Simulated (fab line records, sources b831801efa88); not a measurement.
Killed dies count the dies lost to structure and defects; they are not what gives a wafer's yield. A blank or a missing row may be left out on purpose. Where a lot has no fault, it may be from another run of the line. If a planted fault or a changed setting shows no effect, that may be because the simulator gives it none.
One fault through the eyes of 2 desks    flow sky130    numbers are kept per desk, each desk with only its own; the story behind them comes last

## THE METROLOGY DESK
What the gauges read for every lot (on any tool): the sampled wafers with a number, averaged. Any lot whose mean is over 4 standard deviations away from the usual mean is out of limits and marked OUT; that distance is given in the brackets.
Columns: A = CAPM_CVD_00_THK at SKY_CAPM_THK_MEAS_01, usual 15.47 nm; B = CAPM_OVL at SKY_CAPM_OVL_MEAS_12, usual 0.8 nm
lot   first seen here  A      B
L426  day 37 14:37     15.48  -0.8
L427  day 37 18:56     15.69  -0.3
L428  day 38 15:06     15.74  -1.0
L430  day 39 13:19     15.50  0.7
L431  day 39 19:26     15.51  -0.8
L432  day 40 01:44     15.44  0.7
L442  day 43 04:09     15.19  1.6
L443  day 43 16:11     15.38  -0.7
L446  day 44 05:00     15.47  0.1
L447  day 44 13:34     15.34  1.8
L449  day 44 22:09     15.45  1.3
This desk's finding: nothing out of limits on any of the 11 lots.

## FOR THE TOOL OWNER'S DESK: pvdSputter-04
The tool's own readings at SKY_METAL3_SPUTTER_04 (material TiN, target thk 70 nm, time 58.3 s): means of the sampled wafers that have a number, for each lot that ran on this tool. Any lot whose mean is over 4 standard deviations away from the usual mean is out of limits and marked OUT; that distance is given in the brackets.
Columns: A = throttleValvePct at SKY_METAL3_SPUTTER_04, usual 30.0 %
lot   first seen here  A
L427  day 37 18:50     30.0
L430  day 39 13:13     29.8
L431  day 39 19:22     30.1
L432  day 40 01:40     30.7
This desk's finding: nothing out of limits on any of the 4 lots.

## ALL TOGETHER
The metrology desk saw nothing out of limits.
Nothing out of limits was seen by the tool owner's desk.

## WHAT WAS PUT IN BY THE SIMULATOR
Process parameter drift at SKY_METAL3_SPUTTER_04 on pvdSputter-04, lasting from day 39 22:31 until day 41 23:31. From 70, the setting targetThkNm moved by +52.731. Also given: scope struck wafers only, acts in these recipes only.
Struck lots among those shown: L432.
